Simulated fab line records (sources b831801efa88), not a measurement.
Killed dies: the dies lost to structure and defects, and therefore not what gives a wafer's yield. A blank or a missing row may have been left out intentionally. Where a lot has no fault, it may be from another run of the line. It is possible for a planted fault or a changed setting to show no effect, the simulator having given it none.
8D (eight disciplines) problem report, filled in by code -- flow sky130 -- the parts of the form that need people (team, actions taken, sign-off) are left out

## 1. WHAT WENT WRONG
Mean of killed_at_M0_to_M3 at SKY_PAD_OPEN_PROBE_99: 213 across 2 wafers in 2 lots; on wafers with no fault it is 43 (standard deviation 7.2). That puts it +24 standard deviations away from the usual mean.
The first sign was on wafer L938.5 at day 48 12:41, on prober-01. At this step, 21 wafers from 9 lots have a number in the record. Rule for "out" (also "out of limits"): further than 4 standard deviations from the usual mean. The rest of the wafers with a number are treated as sound.

## 2. WHAT IT IS; WHAT IT IS NOT
question,is,is not
which readings at this step,"killed_at_M0_to_M3, defect-limited-yield, killed-dies, killed-on-rim, sort_bin_5_function, sort_bin_6_memory, sort-n-pass, sort-yield-pct","killed_at_M4_up, killed-at-contacts, killed-at-front-end, killed-at-other"
which lots,"L938, L940","L928, L942, L943, L947, L948, L949, L950"
which wafers of those lots,"L938.5, L940.1","L938.1, L938.2, L940.2, L940.3"
read on which tools,prober-01,prober-02
when,from day 48 12:41,"up to then (5 sound wafers); but 14 sound wafers of L940, L942, L943, L947, L948, L949, L950 came after"

## 3. WHAT RULES OUT EACH SUSPECT
Counting: a tool at a process step up to the reading stays a suspect if it ran every lot that is out. Sound lots after the first of them don't rule it out here, since some wafers of a struck lot are sound.
- cmp-01 at SKY_VIA1_CMP_24 (polishes, stops on SiO2, t overpolish 15 s, target thk 0 nm): kept. It ran every lot that is out, first L938 (day 37 14:59); its last sound lot up to then is L928 (day 34 08:43).
- prober-01 at SKY_PAD_OPEN_PROBE_99: kept. It ran every lot that is out, first L938 (day 48 12:29); its last sound lot up to then is L928 (day 46 03:45). Its own readings are out on those wafers: defect-limited-yield, killed_at_M0_to_M3, killed-dies, killed-on-rim, sort_bin_5_function, sort_bin_6_memory, sort-n-pass, sort-yield-pct.
- Within cmp-01 at SKY_VIA1_CMP_24: the wafers that are out ran in chamber 1; their sound lot-mates ran in chambers 0, 2, 3.
Left after counting: cmp-01 at SKY_VIA1_CMP_24, prober-01 at SKY_PAD_OPEN_PROBE_99.

## 4. THE CAUSE (what the simulator had put in)
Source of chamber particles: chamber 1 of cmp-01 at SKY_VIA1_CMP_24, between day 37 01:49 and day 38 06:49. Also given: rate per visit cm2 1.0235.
After counting, 2 suspects remain, this tool included.

## 5. SEQUENCE OF EFFECTS, ordered by route
Each row: a reading whose mean over the struck wafers that have a number lies more than 3 standard deviations from the usual. Scope: only readings with a usual standard deviation given in the record; hours: median across lots of the time from each lot's start at the first step in this table that gives one to its start at this step; sigmas: change in usual standard deviations.
hours,step,reading,usual,on struck wafers,change,sigmas
0,SKY_PAD_OPEN_PROBE_99,defect-limited-yield,82.7 %,50.4,-32.3,-15
0,SKY_PAD_OPEN_PROBE_99,killed_at_M0_to_M3,43,213,+170,+24
0,SKY_PAD_OPEN_PROBE_99,killed-dies,85,244,+159,+16
0,SKY_PAD_OPEN_PROBE_99,killed-on-rim,17,48,+30,+8.0
0,SKY_PAD_OPEN_PROBE_99,sort_bin_3_pad_short,0.9 %,2.7,+1.8,+4.3
0,SKY_PAD_OPEN_PROBE_99,sort_bin_5_function,10.2 %,31.1,+20.9,+13
0,SKY_PAD_OPEN_PROBE_99,sort_bin_6_memory,6.2 %,15.8,+9.6,+9.6
0,SKY_PAD_OPEN_PROBE_99,sort-n-pass,407,248,-159,-16
0,SKY_PAD_OPEN_PROBE_99,sort-yield-pct,82.7 %,50.4,-32.3,-15
Here are the process steps it includes:
- SKY_PAD_OPEN_PROBE_99

## 6. WHAT WOULD HAVE CAUGHT IT SOONER
275 hours passed between the start of the fault at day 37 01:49 and the first reading out of limits in this record, taken at day 48 12:41.
Of the tool readings at SKY_VIA1_CMP_24 for which the record gives a usual standard deviation, none was out on any struck wafer, so an alarm limit of 4 standard deviations on them would not have fired.
By day 48 12:41, every lot that is out (2) had started SKY_VIA1_CMP_24 on cmp-01. Tool hold at that time: it would have spared none of them.
